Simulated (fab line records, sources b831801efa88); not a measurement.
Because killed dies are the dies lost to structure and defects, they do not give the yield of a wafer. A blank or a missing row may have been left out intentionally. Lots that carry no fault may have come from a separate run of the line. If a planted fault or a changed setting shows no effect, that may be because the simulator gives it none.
fab line records ; flow sky130
record lots=12; wafers=36; lastDay=50
route steps=708 shown VIA1@482 METAL2@499
lots with no fault: from the same line, run without faults
startH: start of the lot's first displayed wafer, in hours after the record's first day ; waitH: time in hours since the lot's previous step ; " identical to the entry in the row above ; L1.1+2: a row that stands for several wafers ; - no value, or no start given ; * or withheld: withheld ; < > ~ a bound
route shown NAME@n: a module of which the file shows steps, and the number in the route of the first ; usual: the fault-free wafers' mean and standard deviation ; same: alike in all rows ; chamber/n: place in a boat ; sites: each site's reading ; _std_site: standard deviation of those values ; _edge_site: mean of outer sites minus mean of inner sites ; radiusMm: for every site, how far away it sits from the centre of the wafer ; mask NAME#n: copy n ; behind: the most recent tool/chamber to have shaped the wafer ; hold: cause of the lot's hold/its duration in hours/its outcome ; device: names the non-switching transistor (n, p or np) ; end of line: tests run on the same wafers once the route is complete ; for a step that has no rows: nothing shown but its recipe ; killed: not the wafer's yield, but the dies lost to structure and defects at the first sort ; map: a wafer's dies, x killed, . not, _ none there
set.NAME: the setting that was run; set.NAME@STEP: the one run at that earlier step ; model.NAME: the simulator's own value behind a step, which no gauge read
the route's steps for a sample of lots (tables are steps, rows are wafers)
services: from which hour (startH, from the record's first day; less than 0 if before it) a tool's chamber was out of use, for how many hours, and why
## steps
# step SKY_VIA1_CMP_24
# recipe stopOn=SiO2; tOverpolishS=15; downForcePsi=3.5; platenRpm=60; targetThkNm=0; padVelocityMS=0.94248
# usual motorCurrentA=11.0/0.58; overpolishRunS=15.000/0.0094; timeToEndpointS=64/3.2
lot.wafer;tool;chamber;startH;waitH;motorCurrentA;overpolishRunS;timeToEndpointS
L594.3;cmp-02;3;798.40;0.1;11.0;15.021;59
L594.1;cmp-02;0;798.40;0.1;10.6;14.993;68
L594.6;cmp-02;3;798.40;0.1;11.2;15.009;59
L595.4;cmp-02;0;802.78;0.1;11.1;15.004;68
L595.1;cmp-02;1;802.78;0.1;10.7;14.999;65
L595.5;cmp-02;3;802.78;0.1;10.8;15.003;61
L596.2;cmp-02;3;812.53;0.0;10.6;15.008;58
L596.1;cmp-02;1;812.53;0.0;11.4;14.990;61
L596.4;cmp-02;2;812.53;0.0;11.4;14.997;59
L597.1;cmp-01;3;825.66;0.1;11.5;14.997;61
L597.4;cmp-01;0;825.66;0.1;11.3;14.990;66
L597.6;cmp-01;2;825.66;0.1;11.5;15.000;65
L600.1;cmp-02;0;843.58;0.1;10.8;15.007;66
L600.2;cmp-02;3;843.58;0.1;11.1;14.989;61
L600.6;cmp-02;0;843.58;0.1;11.1;14.985;65
L607.3;cmp-01;1;896.21;0.1;10.3;14.999;67
L607.2;cmp-01;2;896.21;0.1;11.7;15.000;65
L607.1;cmp-01;3;896.21;0.1;10.7;15.012;63
L611.2;cmp-02;3;925.83;0.1;10.8;15.003;61
L611.4;cmp-02;0;925.83;0.1;10.4;14.990;65
L611.6;cmp-02;3;925.83;0.1;11.0;14.998;61
L610.2;cmp-01;0;926.07;0.0;12.1;14.998;65
L610.3;cmp-01;3;926.07;0.0;11.5;14.991;62
L610.5;cmp-01;0;926.07;0.0;11.1;15.001;67
L612.4;cmp-01;2;937.88;0.0;11.7;15.012;64
L612.1;cmp-01;0;937.88;0.0;11.2;15.005;67
L612.5;cmp-01;3;937.88;0.0;11.5;14.989;62
L613.3;cmp-02;3;946.07;0.1;10.5;15.006;64
L613.2;cmp-02;0;946.07;0.1;10.3;14.997;71
L613.5;cmp-02;2;946.07;0.1;11.4;14.980;64
L614.1;cmp-02;2;955.54;0.1;11.6;14.998;64
L614.4;cmp-02;3;955.54;0.1;10.4;14.995;63
L614.5;cmp-02;0;955.54;0.1;10.6;15.006;68
L617.1;cmp-01;1;966.02;0.1;10.2;15.009;62
L617.4;cmp-01;3;966.02;0.1;10.9;14.995;62
L617.5;cmp-01;1;966.02;0.1;9.9;15.000;66
# step SKY_METAL2_OVL_MEAS_16
# usual METAL2_OVL=1/4.6
lot.wafer;tool;chamber;startH;waitH;METAL2_OVL[nm]
L594.1;overlay-01;-;825.55;0.1;3
L594.3;overlay-01;-;825.55;0.1;6
L594.6;overlay-01;-;825.55;0.1;-8
L595.1;overlay-02;-;830.41;0.1;3
L595.4;overlay-02;-;830.41;0.1;-4
L595.5;overlay-02;-;830.41;0.1;-2
L596.1;overlay-02;-;839.60;0.1;3
L596.2;overlay-02;-;839.60;0.1;2
L596.4;overlay-02;-;839.60;0.1;6
L597.1;overlay-02;-;853.15;0.1;2
L597.4;overlay-02;-;853.15;0.1;11
L597.6;overlay-02;-;853.15;0.1;11
L600.1;overlay-02;-;870.45;0.1;1
L600.2;overlay-02;-;870.45;0.1;-1
L600.6;overlay-02;-;870.45;0.1;1
L607.1;overlay-01;-;921.26;0.1;7
L607.2;overlay-01;-;921.26;0.1;6
L607.3;overlay-01;-;921.26;0.1;1
L611.2;overlay-02;-;951.03;0.1;-1
L611.4;overlay-02;-;951.03;0.1;2
L611.6;overlay-02;-;951.03;0.1;7
L610.2;overlay-01;-;951.36;0.1;3
L610.3;overlay-01;-;951.36;0.1;-4
L610.5;overlay-01;-;951.36;0.1;3
L612.1;overlay-01;-;962.69;0.1;6
L612.4;overlay-01;-;962.69;0.1;2
L612.5;overlay-01;-;962.69;0.1;8
L613.2;overlay-02;-;971.38;0.1;-2
L613.3;overlay-02;-;971.38;0.1;0
L613.5;overlay-02;-;971.38;0.1;-2
L614.1;overlay-02;-;979.63;0.1;1
L614.4;overlay-02;-;979.63;0.1;6
L614.5;overlay-02;-;979.63;0.1;8
L617.1;overlay-01;-;990.31;0.1;-1
L617.4;overlay-01;-;990.31;0.1;-6
L617.5;overlay-01;-;990.31;0.1;-3
# step SKY_METAL2_ETCH_18
# recipe chemistry=N2/H2; target=BARC; ionEnergyEv=200; biasW=100; pressureMtorr=30; n2FlowSccm=100; h2FlowSccm=200; icpW=500; stopOn=SiO2; timeS=45.9; targetDepthA=600
# usual drypumpMotorCurrentA=5.6/0.51; oesProductAu=0.855/0.0045; throttleValvePct=13.225/0.0092
lot.wafer;tool;chamber;startH;waitH;drypumpMotorCurrentA;oesProductAu;rfHoursCounterH;throttleValvePct
L594.1;rieMetal-01;1;825.62;0.0;5.2;0.857;15;13.218
L594.3;rieMetal-01;0;825.62;0.0;6.3;0.847;-;13.232
L594.6;rieMetal-01;1;825.62;0.0;5.2;0.859;-;13.236
L595.1;rieMetal-04;0;830.47;0.0;6.2;0.860;2;13.222
L595.4;rieMetal-04;0;830.47;0.0;6.2;0.851;-;13.207
L595.5;rieMetal-04;0;830.47;0.0;6.2;0.858;-;13.215
L596.1;rieMetal-01;1;839.67;0.0;5.2;0.854;15;13.225
L596.2;rieMetal-01;0;839.67;0.0;6.3;0.853;18;13.213
L596.4;rieMetal-01;0;839.67;0.0;6.3;0.855;-;13.222
L597.1;rieMetal-03;1;853.22;0.0;6.1;0.864;9;13.225
L597.4;rieMetal-03;0;853.22;0.0;5.4;0.859;-;13.224
L597.6;rieMetal-03;0;853.22;0.0;5.4;0.865;-;13.228
L600.1;rieMetal-01;0;870.52;0.0;6.3;0.846;20;13.236
L600.2;rieMetal-01;1;870.52;0.0;5.2;0.854;17;13.225
L600.6;rieMetal-01;0;870.52;0.0;6.3;0.859;-;13.211
L607.1;rieMetal-04;1;921.32;0.0;4.9;0.856;17;13.231
L607.2;rieMetal-04;0;921.32;0.0;6.2;0.853;6;13.223
L607.3;rieMetal-04;1;921.32;0.0;4.9;0.850;-;13.220
L611.2;rieMetal-03;1;951.10;0.0;6.2;0.856;11;13.241
L611.4;rieMetal-03;1;951.10;0.0;6.1;0.848;-;13.221
L611.6;rieMetal-03;1;951.10;0.0;6.1;0.857;-;13.216
L610.2;rieMetal-04;0;951.42;0.0;6.2;0.855;8;13.221
L610.3;rieMetal-04;0;951.42;0.0;6.2;0.858;-;13.209
L610.5;rieMetal-04;1;951.42;0.0;4.9;0.852;-;13.217
L612.1;rieMetal-04;0;962.79;0.1;6.2;0.856;8;13.233
L612.4;rieMetal-04;0;962.79;0.1;6.2;0.850;-;13.237
L612.5;rieMetal-04;0;962.79;0.1;6.2;0.849;-;13.239
L613.2;rieMetal-03;1;971.45;0.0;6.1;0.854;12;13.219
L613.3;rieMetal-03;1;971.45;0.0;6.1;0.860;-;13.223
L613.5;rieMetal-03;0;971.45;0.0;5.4;0.851;-;13.224
L614.1;rieMetal-04;1;979.70;0.0;4.9;0.857;0;13.230
L614.4;rieMetal-04;0;979.70;0.0;6.2;0.855;-;13.235
L614.5;rieMetal-04;0;979.70;0.0;6.2;0.854;-;13.226
L617.1;rieMetal-04;0;990.38;0.0;6.2;0.848;10;13.232
L617.4;rieMetal-04;1;990.38;0.0;4.9;0.855;-;13.227
L617.5;rieMetal-04;1;990.38;0.0;4.9;0.859;-;13.229
# step SKY_METAL2_STRIP_20
# recipe chemistry=O2/N2; powerW=1400; pressureMtorr=1500; platenTempC=withheld; o2FlowSccm=3000; n2FlowSccm=300; overashFraction=0.5
# usual drypumpMotorCurrentA=5.6/0.58; oesProductAu=0.341/0.0049; overashFraction=0.5/0; stripTimeToEndpointS=2.68/0.046
lot.wafer;tool;chamber;startH;waitH;drypumpMotorCurrentA;oesProductAu;overashFraction;rfHoursCounterH;stripTimeToEndpointS
L594.1;plasmaAsher-03;0;825.77;0.1;5.3;0.350;0.5;7;2.73
L594.3;plasmaAsher-03;0;825.77;0.1;5.3;0.346;0.5;-;2.66
L594.6;plasmaAsher-03;0;825.77;0.1;5.3;0.345;0.5;-;2.71
L595.1;plasmaAsher-02;1;830.63;0.1;6.2;0.338;0.5;102;2.68
L595.4;plasmaAsher-02;1;830.63;0.1;6.2;0.343;0.5;-;2.68
L595.5;plasmaAsher-02;1;830.63;0.1;6.1;0.339;0.5;-;2.67
L596.1;plasmaAsher-02;0;839.82;0.1;4.9;0.337;0.5;102;2.71
L596.2;plasmaAsher-02;1;839.82;0.1;6.1;0.336;0.5;102;2.69
L596.4;plasmaAsher-02;1;839.82;0.1;6.2;0.345;0.5;-;2.71
L597.1;plasmaAsher-04;1;853.37;0.1;5.5;0.344;0.5;74;2.73
L597.4;plasmaAsher-04;1;853.37;0.1;5.5;0.343;0.5;-;2.62
L597.6;plasmaAsher-04;0;853.37;0.1;6.6;0.345;0.5;-;2.65
L600.1;plasmaAsher-04;0;870.67;0.1;6.6;0.339;0.5;75;2.71
L600.2;plasmaAsher-04;1;870.67;0.1;5.5;0.345;0.5;75;2.75
L600.6;plasmaAsher-04;0;870.67;0.1;6.6;0.344;0.5;-;2.69
L607.1;plasmaAsher-04;1;921.48;0.1;5.5;0.338;0.5;79;2.65
L607.2;plasmaAsher-04;0;921.48;0.1;6.6;0.352;0.7;79;2.69
L607.3;plasmaAsher-04;1;921.48;0.1;5.5;0.341;0.5;-;2.68
L611.2;plasmaAsher-02;1;951.25;0.1;6.2;0.348;0.5;114;2.70
L611.4;plasmaAsher-02;0;951.25;0.1;4.9;0.333;0.5;-;2.70
L611.6;plasmaAsher-02;0;951.25;0.1;4.9;0.348;0.5;-;2.73
L610.2;plasmaAsher-04;1;951.58;0.1;5.5;0.346;0.5;83;2.72
L610.3;plasmaAsher-04;0;951.58;0.1;6.6;0.345;0.7;-;2.71
L610.5;plasmaAsher-04;0;951.58;0.1;6.6;0.346;0.7;-;2.73
L612.1;plasmaAsher-03;0;963.10;0.2;5.3;0.344;0.5;22;2.67
L612.4;plasmaAsher-03;0;963.10;0.2;5.3;0.338;0.5;-;2.65
L612.5;plasmaAsher-03;0;963.10;0.2;5.3;0.335;0.5;-;2.66
L613.2;plasmaAsher-02;1;971.60;0.1;6.1;0.339;0.5;116;2.66
L613.3;plasmaAsher-02;1;971.60;0.1;6.2;0.349;0.5;-;2.70
L613.5;plasmaAsher-02;1;971.60;0.1;6.1;0.342;0.5;-;2.62
L614.1;plasmaAsher-02;0;979.85;0.1;4.9;0.344;0.5;117;2.68
L614.4;plasmaAsher-02;0;979.85;0.1;5.0;0.342;0.5;-;2.69
L614.5;plasmaAsher-02;0;979.85;0.1;4.9;0.346;0.5;-;2.70
L617.1;plasmaAsher-03;0;990.53;0.1;5.3;0.337;0.5;25;2.69
L617.4;plasmaAsher-03;0;990.53;0.1;5.2;0.338;0.5;-;2.66
L617.5;plasmaAsher-03;0;990.53;0.1;5.3;0.340;0.5;-;2.67
## services
tool;chamber;startH;hours;kind
plasmaAsher-04;-;778.82;2.6;repair
rieMetal-03;0;804.55;1.2;repair
cmp-02;-;814.45;0.3;repair
plasmaAsher-03;-;823.44;1.9;repair
cmp-01;-;854.13;1.8;repair
rieMetal-03;1;859.70;55.5;repair
rieMetal-01;-;888.85;2.8;pm
cmp-02;-;894.78;14.8;repair
plasmaAsher-04;-;905.75;9.4;repair
rieMetal-01;0;906.28;-;clean
rieMetal-01;0;906.28;15.8;scheduledDown
cmp-02;-;912.00;4.0;pm
cmp-02;-;916.00;-;consumableReplace:conditioner
cmp-02;-;916.00;-;consumableReplace:pad
cmp-01;-;920.50;2.2;repair
cmp-02;-;946.64;2.4;repair
rieMetal-04;1;961.55;-;clean
rieMetal-04;1;961.55;17.0;scheduledDown
rieMetal-04;1;961.55;17.0;ventCycle
cmp-01;-;961.57;3.9;pm
plasmaAsher-02;-;961.62;2.8;pm
cmp-01;-;974.83;1.9;repair
plasmaAsher-04;-;980.43;0.8;repair
rieMetal-01;1;985.62;5.7;repair
## key
firstSign step=SKY_METAL2_STRIP_20; reading=overashFraction; direction=up; sigmas=99+; usual=0.5; struck=0.7
effect none on later readings
metAt SKY_METAL2_STRIP_20
struckLots L607,L610
struckWafers L607.2,L610.3,L610.5
notActingAt SKY_VIA1_CMP_24,SKY_METAL2_OVL_MEAS_16,SKY_METAL2_ETCH_18
onsetBetween 870.67 921.48
fault kind=processParameterDrift; tool=plasmaAsher-04; chamber=0; onsetH=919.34; steps=SKY_METAL2_STRIP_20; channel=overashFraction; offset=0.2; shape=step; endH=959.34; actsIn=theseRecipesOnly; stated=0.5
